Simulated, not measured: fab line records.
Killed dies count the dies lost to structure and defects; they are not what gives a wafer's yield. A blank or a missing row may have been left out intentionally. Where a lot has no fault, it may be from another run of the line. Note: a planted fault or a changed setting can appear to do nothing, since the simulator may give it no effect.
Chamber matching / flow gf180mcu / GF_CONTACT_CMP_04 on cmp-01: 4 sister chambers
The step polishes SiO2. 4 wafers are shown with their chamber, then 7 later ones without.

== WAFERS, EACH WITH ITS CHAMBER ==
wafer=L319.2; chamber=2; motorCurrentA (A)=13.9
wafer=L319.5; chamber=3; motorCurrentA (A)=11.9
wafer=L320.2; chamber=1; motorCurrentA (A)=11.5
wafer=L320.3; chamber=0; motorCurrentA (A)=10.4

== WAFERS MISSING THEIR CHAMBER ==
wafer=L320.6; motorCurrentA (A)=11.6
wafer=L322.2; motorCurrentA (A)=10.2
wafer=L322.3; motorCurrentA (A)=11.1
wafer=L322.4; motorCurrentA (A)=14.5
wafer=L328.3; motorCurrentA (A)=14.2
wafer=L328.4; motorCurrentA (A)=11.1
wafer=L328.5; motorCurrentA (A)=12.3

== CHAMBER TAKEN BY EACH ==
wafer=L320.6; from the rows above=can't be placed: 1 or 3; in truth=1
wafer=L322.2; from the rows above=0; in truth=0
wafer=L322.3; from the rows above=can't be placed: 1 or 0 or 3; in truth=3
wafer=L322.4; from the rows above=2; in truth=2
wafer=L328.3; from the rows above=2; in truth=2
wafer=L328.4; from the rows above=can't be placed: 1 or 0 or 3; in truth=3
wafer=L328.5; from the rows above=can't be placed: 3 or 1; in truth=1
Correct placement for 3 of the 7. Cannot be placed on the basis of these rows: 4; the candidates contain the true chamber in 4. Wrongly placed: 0.
How it was worked out, from the rows above alone: a wafer's distance from a chamber is the root of the sum, over the readings, of the square of ((its reading less the chamber's mean) divided by the reading's scatter). The wafer belongs to the nearest chamber; if the next one is less than 2 further off, it can't be placed. Each chamber's mean is taken over the wafers shown for it. The scatter (one wafer shown for each chamber): square how far every hidden wafer sits from the nearest shown wafer, average those squares and take the square root.
